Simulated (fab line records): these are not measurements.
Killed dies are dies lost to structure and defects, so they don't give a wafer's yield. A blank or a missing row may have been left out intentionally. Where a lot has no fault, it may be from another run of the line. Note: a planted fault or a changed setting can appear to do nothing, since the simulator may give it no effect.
Matching of chambers / flow gf180mcu / cmp-02 running GF_CONTACT_CMP_27: 4 sister chambers
The step polishes, stops on SiO2, t overpolish 15 s, target thk 0 nm. 14 wafers are shown with their chamber, then 7 later ones without.

== WAFERS PAIRED WITH THEIR CHAMBERS ==
wafer=L329.3; chamber=2; motor current A (A)=10.8; time to endpoint s (s)=77; overpolish run s (s)=15.005
wafer=L329.4; chamber=1; motor current A (A)=9.3; time to endpoint s (s)=73; overpolish run s (s)=14.981
wafer=L329.6; chamber=2; motor current A (A)=11.1; time to endpoint s (s)=81; overpolish run s (s)=15.014
wafer=L330.1; chamber=1; motor current A (A)=9.6; time to endpoint s (s)=69; overpolish run s (s)=15.011
wafer=L330.2; chamber=2; motor current A (A)=11.2; time to endpoint s (s)=74; overpolish run s (s)=14.999
wafer=L330.5; chamber=2; motor current A (A)=11.4; time to endpoint s (s)=78; overpolish run s (s)=15.003
wafer=L331.2; chamber=2; motor current A (A)=11.7; time to endpoint s (s)=79; overpolish run s (s)=15.006
wafer=L331.3; chamber=0; motor current A (A)=12.2; time to endpoint s (s)=76; overpolish run s (s)=14.988
wafer=L331.5; chamber=3; motor current A (A)=11.8; time to endpoint s (s)=67; overpolish run s (s)=15.006
wafer=L333.3; chamber=0; motor current A (A)=11.6; time to endpoint s (s)=76; overpolish run s (s)=15.011
wafer=L333.4; chamber=1; motor current A (A)=10.0; time to endpoint s (s)=73; overpolish run s (s)=14.982
wafer=L333.6; chamber=3; motor current A (A)=12.1; time to endpoint s (s)=69; overpolish run s (s)=15.008
wafer=L341.1; chamber=0; motor current A (A)=12.3; time to endpoint s (s)=74; overpolish run s (s)=15.003
wafer=L341.3; chamber=3; motor current A (A)=12.4; time to endpoint s (s)=72; overpolish run s (s)=14.992

SIGNATURES (averages over the wafers above)
reading=motor current A; chamber 0=12.033; chamber 1=9.633; chamber 2=11.240; chamber 3=12.100; scatter within a chamber=0.341
reading=time to endpoint s; chamber 0=75.33; chamber 1=71.67; chamber 2=77.80; chamber 3=69.33; scatter within a chamber=2.3
reading=overpolish run s; chamber 0=15.00067; chamber 1=14.99133; chamber 2=15.00540; chamber 3=15.00200; scatter within a chamber=0.0106
Rule: a wafer lies at a distance from a chamber equal to the root of the sum of squares, over the readings, of (its reading less the chamber's mean, divided by the reading's scatter). The wafer belongs to the nearest chamber; if the next one is less than 2 further off, it can't be placed. The scatter is the square root of a quotient: the sum, over the shown wafers, of each reading's squared deviation from its chamber's mean, divided by wafers minus chambers.

== WAFERS WITH NO CHAMBER GIVEN ==
wafer=L341.4; motor current A (A)=9.9; time to endpoint s (s)=77; overpolish run s (s)=14.990
wafer=L347.1; motor current A (A)=12.6; time to endpoint s (s)=78; overpolish run s (s)=14.991
wafer=L347.3; motor current A (A)=12.3; time to endpoint s (s)=72; overpolish run s (s)=14.990
wafer=L347.5; motor current A (A)=10.2; time to endpoint s (s)=79; overpolish run s (s)=14.992
wafer=L349.3; motor current A (A)=12.3; time to endpoint s (s)=67; overpolish run s (s)=14.988
wafer=L349.5; motor current A (A)=11.1; time to endpoint s (s)=74; overpolish run s (s)=15.010
wafer=L349.6; motor current A (A)=12.2; time to endpoint s (s)=67; overpolish run s (s)=15.012

== EACH ONE'S CHAMBER ==
wafer=L341.4; from the rows above=can't be placed: 1 or 2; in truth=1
wafer=L347.1; from the rows above=can't be placed: 0 or 3 or 2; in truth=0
wafer=L347.3; from the rows above=can't be placed: 3 or 0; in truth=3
wafer=L347.5; from the rows above=can't be placed: 2 or 1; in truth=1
wafer=L349.3; from the rows above=3; in truth=3
wafer=L349.5; from the rows above=can't be placed: 2 or 0 or 3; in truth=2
wafer=L349.6; from the rows above=3; in truth=3
Correct placement for 2 of the 7. Can't be placed from these rows: 5 (the true chamber is among the candidates in 5). Number placed wrongly: 0.
